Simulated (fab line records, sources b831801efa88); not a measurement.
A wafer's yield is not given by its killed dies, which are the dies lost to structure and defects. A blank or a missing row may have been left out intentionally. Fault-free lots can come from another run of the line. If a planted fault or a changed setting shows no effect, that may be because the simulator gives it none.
8D (eight disciplines) problem report, filled in by code | flow sfq_line | the parts of the form that need people (team, actions taken, sign-off) are left out

## 1. WHAT WENT WRONG
rf_fwd_power_W at SFQ_TRILAYER_I5_BARC_OPEN_VIA_ETCH_200 reads a mean of 575.6 W on 2 wafers of 2 lots; wafers without a fault read 494.9 W with a standard deviation of 2. That is +40 standard deviations from the usual mean.
The step: etches BARC in O2, target depth 125 nm, time 41.7 s.
Earliest sighting: wafer L401.5 on rie_diel-03 at day 69 19:02. The record has a number at this step for 18 wafers belonging to 6 lots. Rule for "out" (also "out of limits"): further than 4 standard deviations from the usual mean. The other wafers with a number count as sound.

## 2. WHAT IT IS; WHAT IT IS NOT
question                    | is                | is not
which readings at this step | rf_fwd_power_W    | drypump_motor_current_A, oes_product_au
which lots                  | L401, L402        | L410, L413, L414, L415
which wafers of those lots  | L401.5, L402.4    | L401.1, L401.6, L402.1, L402.3
read on which tools         | rie_diel-03       | rie_diel-02
when                        | from day 69 19:02 | up to then (2 sound wafers); but 14 sound wafers of L402, L410, L413, L414, L415 came after

## 3. WHAT RULES OUT EACH SUSPECT
Counting: any tool at a process step up to the reading remains a suspect provided it ran every lot that is out. Sound lots after the first of them don't rule it out here, since some wafers of a struck lot are sound.
- rie_diel-03 at SFQ_TRILAYER_I5_BARC_OPEN_VIA_ETCH_200 (etches BARC in O2, target depth 125 nm, time 41.7 s): kept. It ran every lot that is out, first L401 (day 69 19:02). Its own rf_fwd_power_W readings are out on those wafers.
- In rie_diel-03 at SFQ_TRILAYER_I5_BARC_OPEN_VIA_ETCH_200, the wafers that are out were processed in chamber 0 and their sound lot-mates in chambers 1, 2, 3.
Remaining after the count: rie_diel-03 at SFQ_TRILAYER_I5_BARC_OPEN_VIA_ETCH_200.

## 4. THE CAUSE (what the simulator had put in)
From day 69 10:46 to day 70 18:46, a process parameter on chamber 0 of rie_diel-03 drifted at SFQ_TRILAYER_I5_BARC_OPEN_VIA_ETCH_200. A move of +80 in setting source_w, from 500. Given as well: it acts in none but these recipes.
The count eliminated every tool but this one.

## 5. THE EFFECT CHAIN, in route order
Each row: a reading where the mean over the struck wafers with a number is more than 3 standard deviations away from the usual. Only readings for which the record gives a usual standard deviation are gone through. hours: the time from each lot's start at the first step in this table that gives one to its start at this step, as a median over the lots. sigmas: the change in usual standard deviations.
hours | step                                   | reading        | usual   | on struck wafers | change | sigmas
0     | SFQ_TRILAYER_I5_BARC_OPEN_VIA_ETCH_200 | rf_fwd_power_W | 494.9 W | 575.6            | +80.8  | +40
Process steps it contains:
- SFQ_TRILAYER_I5_BARC_OPEN_VIA_ETCH_200: etches BARC in O2, target depth 125 nm, time 41.7 s.

## 6. HOW IT WOULD HAVE BEEN CAUGHT EARLIER
8 hours passed between the start of the fault at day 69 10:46 and the first reading out of limits in this record, taken at day 69 19:02.
